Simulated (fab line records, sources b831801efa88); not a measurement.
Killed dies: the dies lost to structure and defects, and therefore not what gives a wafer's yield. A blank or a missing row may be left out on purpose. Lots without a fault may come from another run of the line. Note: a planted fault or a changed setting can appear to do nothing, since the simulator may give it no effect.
Which tool did it? :: flow sky130 :: Sampling: 14 lots, 42 wafers, 3 of 708 route steps

## WHAT EACH GAUGE READ, for each wafer
SKY_GATE_OXIDE_OVL_MEAS_10.
lot: L929
measured: day 14 01:11
on: overlay-02
GATE_OXIDE_OVL (nm): -2.4 -1.6 0.0

lot: L930
measured: day 14 13:12
on: overlay-02
GATE_OXIDE_OVL (nm): 0.4 0.5 0.3

lot: L931
measured: day 14 18:35
on: overlay-02
GATE_OXIDE_OVL (nm): -0.9 1.3 0.3

lot: L932
measured: day 14 21:34
on: overlay-02
GATE_OXIDE_OVL (nm): 1.2 -0.4 0.8

lot: L933
measured: day 15 04:28
on: overlay-02
GATE_OXIDE_OVL (nm): 0.3 -1.8 1.0

lot: L934
measured: day 16 00:57
on: overlay-02
GATE_OXIDE_OVL (nm): 3.0 1.0 0.2

lot: L936
measured: day 17 17:45
on: overlay-01
GATE_OXIDE_OVL (nm): -1.0 -0.9 -0.5

lot: L939
measured: day 18 06:18
on: overlay-01
GATE_OXIDE_OVL (nm): -0.9 0.2 -0.2

lot: L941
measured: day 19 09:52
on: overlay-01
GATE_OXIDE_OVL (nm): 0.4 1.9 1.4

lot: L944
measured: day 20 00:24
on: overlay-02
GATE_OXIDE_OVL (nm): 0.0 0.4 -1.7

lot: L947
measured: day 20 14:37
on: overlay-01
GATE_OXIDE_OVL (nm): 0.4 1.0 -1.0

lot: L948
measured: day 21 06:16
on: overlay-01
GATE_OXIDE_OVL (nm): 1.3 1.8 1.8

lot: L950
measured: day 21 14:33
on: overlay-02
GATE_OXIDE_OVL (nm): 1.5 1.0 1.5

lot: L951
measured: day 21 18:51
on: overlay-01
GATE_OXIDE_OVL (nm): 0.1 1.1 0.8

## TOOL THAT RAN EACH LOT (tool first, then ch and the chambers of the sampled wafers, then the start)
lot: L929
SKY_NWELL_STRIP_25: plasma asher-03 ch 0,1, day 5 14:11
SKY_VT_ADJUST_LVTN_DEVELOP_17: litho track-02 ch 0, day 7 21:14

lot: L930
SKY_NWELL_STRIP_25: plasma asher-03 ch 0,1, day 5 23:09
SKY_VT_ADJUST_LVTN_DEVELOP_17: litho track-01 ch 0, day 8 07:40

lot: L931
SKY_NWELL_STRIP_25: plasma asher-02 ch 1, day 6 01:56
SKY_VT_ADJUST_LVTN_DEVELOP_17: litho track-03 ch 0, day 8 13:04

lot: L932
SKY_NWELL_STRIP_25: plasma asher-03 ch 0,1, day 6 06:27
SKY_VT_ADJUST_LVTN_DEVELOP_17: litho track-02 ch 0, day 8 16:08

lot: L933
SKY_NWELL_STRIP_25: plasma asher-02 ch 0,1, day 6 09:56
SKY_VT_ADJUST_LVTN_DEVELOP_17: litho track-01 ch 0, day 8 20:49

lot: L934
SKY_NWELL_STRIP_25: plasma asher-02 ch 0,1, day 6 18:44
SKY_VT_ADJUST_LVTN_DEVELOP_17: litho track-03 ch 0, day 9 07:49

lot: L936
SKY_NWELL_STRIP_25: plasma asher-01 ch 1, day 8 00:42
SKY_VT_ADJUST_LVTN_DEVELOP_17: litho track-01 ch 0, day 10 16:55

lot: L939
SKY_NWELL_STRIP_25: plasma asher-03 ch 0,1, day 8 12:33
SKY_VT_ADJUST_LVTN_DEVELOP_17: litho track-02 ch 0, day 11 06:07

lot: L941
SKY_NWELL_STRIP_25: plasma asher-01 ch 0,1, day 9 07:02
SKY_VT_ADJUST_LVTN_DEVELOP_17: litho track-02, day 12 04:11

lot: L944
SKY_NWELL_STRIP_25: plasma asher-03 ch 0,1, day 9 18:39
SKY_VT_ADJUST_LVTN_DEVELOP_17: litho track-01, day 12 17:04

lot: L947
SKY_NWELL_STRIP_25: plasma asher-01 ch 0,1, day 10 04:35
SKY_VT_ADJUST_LVTN_DEVELOP_17: litho track-02 ch 0, day 13 03:40

lot: L948
SKY_NWELL_STRIP_25: plasma asher-02 ch 0,1, day 10 15:43
SKY_VT_ADJUST_LVTN_DEVELOP_17: litho track-01 ch 0, day 13 16:07

lot: L950
SKY_NWELL_STRIP_25: plasma asher-03 ch 0,1, day 11 01:30
SKY_VT_ADJUST_LVTN_DEVELOP_17: litho track-03 ch 0, day 14 02:10

lot: L951
SKY_NWELL_STRIP_25: plasma asher-02 ch 0,1, day 11 01:39
SKY_VT_ADJUST_LVTN_DEVELOP_17: litho track-03 ch 0, day 14 02:28
- SKY_NWELL_STRIP_25: strips in O2/N2.
- SKY_VT_ADJUST_LVTN_DEVELOP_17: develop time 60 s.

## AS READ BY THE TOOLS THEMSELVES (means over the sampled wafers that have a number; for cases with no such wafer, the mark the record gives instead)
SKY_NWELL_STRIP_25.
lot: L929
tool: plasma asher-03
drypump motor current A (A): 5.24
oes product au (a.u.): 0.724
strip time to endpoint s (s): 36.93

lot: L930
tool: plasma asher-03
drypump motor current A (A): 5.14
oes product au (a.u.): 0.726
strip time to endpoint s (s): 36.84

lot: L931
tool: plasma asher-02
drypump motor current A (A): 5.43
oes product au (a.u.): 0.725
strip time to endpoint s (s): 37.08

lot: L932
tool: plasma asher-03
drypump motor current A (A): 5.14
oes product au (a.u.): 0.722
strip time to endpoint s (s): 36.85

lot: L933
tool: plasma asher-02
drypump motor current A (A): 5.62
oes product au (a.u.): 0.725
strip time to endpoint s (s): 37.06

lot: L934
tool: plasma asher-02
drypump motor current A (A): 5.51
oes product au (a.u.): 0.722
strip time to endpoint s (s): 36.72

lot: L936
tool: plasma asher-01
drypump motor current A (A): 5.68
oes product au (a.u.): 0.723
strip time to endpoint s (s): 37.18

lot: L939
tool: plasma asher-03
drypump motor current A (A): 5.15
oes product au (a.u.): 0.719
strip time to endpoint s (s): 36.91

lot: L941
tool: plasma asher-01
drypump motor current A (A): 5.58
oes product au (a.u.): 0.722
strip time to endpoint s (s): 37.02

lot: L944
tool: plasma asher-03
drypump motor current A (A): 5.14
oes product au (a.u.): 0.722
strip time to endpoint s (s): 36.86

lot: L947
tool: plasma asher-01
drypump motor current A (A): 5.60
oes product au (a.u.): 0.720
strip time to endpoint s (s): 37.08

lot: L948
tool: plasma asher-02
drypump motor current A (A): 5.52
oes product au (a.u.): 0.725
strip time to endpoint s (s): 36.87

lot: L950
tool: plasma asher-03
drypump motor current A (A): 5.27
oes product au (a.u.): 0.724
strip time to endpoint s (s): 36.88

lot: L951
tool: plasma asher-02
drypump motor current A (A): 5.62
oes product au (a.u.): 0.724
strip time to endpoint s (s): 37.00

SKY_VT_ADJUST_LVTN_DEVELOP_17.
lot: L929
tool: litho track-02
chill plate temp C (C): 23.08

lot: L930
tool: litho track-01
chill plate temp C (C): 23.19

lot: L931
tool: litho track-03
chill plate temp C (C): 22.86

lot: L932
tool: litho track-02
chill plate temp C (C): 22.97

lot: L933
tool: litho track-01
chill plate temp C (C): 23.08

lot: L934
tool: litho track-03
chill plate temp C (C): 23.04

lot: L936
tool: litho track-01
chill plate temp C (C): 22.98

lot: L939
tool: litho track-02
chill plate temp C (C): 23.01

lot: L941
tool: litho track-02
chill plate temp C (C): -

lot: L944
tool: litho track-01
chill plate temp C (C): -

lot: L947
tool: litho track-02
chill plate temp C (C): 22.89

lot: L948
tool: litho track-01
chill plate temp C (C): 22.90

lot: L950
tool: litho track-03
chill plate temp C (C): 22.90

lot: L951
tool: litho track-03
chill plate temp C (C): 23.02

## THE ANSWER, worked out from the rows above alone
Rule: usual is defined by the lots themselves. The widest of any qualifying gaps counts: lots, ordered by their means at a reading, are off when they make up no more than a third of the lots, leave a main group of 4 or more, and stand apart from it by 3 or more times the standard deviation of that group's means. If all means in a main group match to the digits the tables above print for the reading, that group is not used. A lot without any number at a reading at which 4 lots or more have one is off too. The other lots that the step has rows for count as sound. Order of review: gauges by route order, followed by the tools' own readings, for which a lot's mean as printed above is used. At the first step where some lot is off, the reading lying furthest off is the one used; lots without a number count as furthest.
Off: L941, L944, at SKY_VT_ADJUST_LVTN_DEVELOP_17 (chill plate temp C). Without a number there: L941, L944. Mean 22.99 C and standard deviation 0.093 in the main group.
If a tool, at that step or one of the process steps before it, ran each lot that is off and ran no sound lot following the first of them, it fits. Not one of the candidates tried fits.

## WHAT THE SIMULATOR PUT IN
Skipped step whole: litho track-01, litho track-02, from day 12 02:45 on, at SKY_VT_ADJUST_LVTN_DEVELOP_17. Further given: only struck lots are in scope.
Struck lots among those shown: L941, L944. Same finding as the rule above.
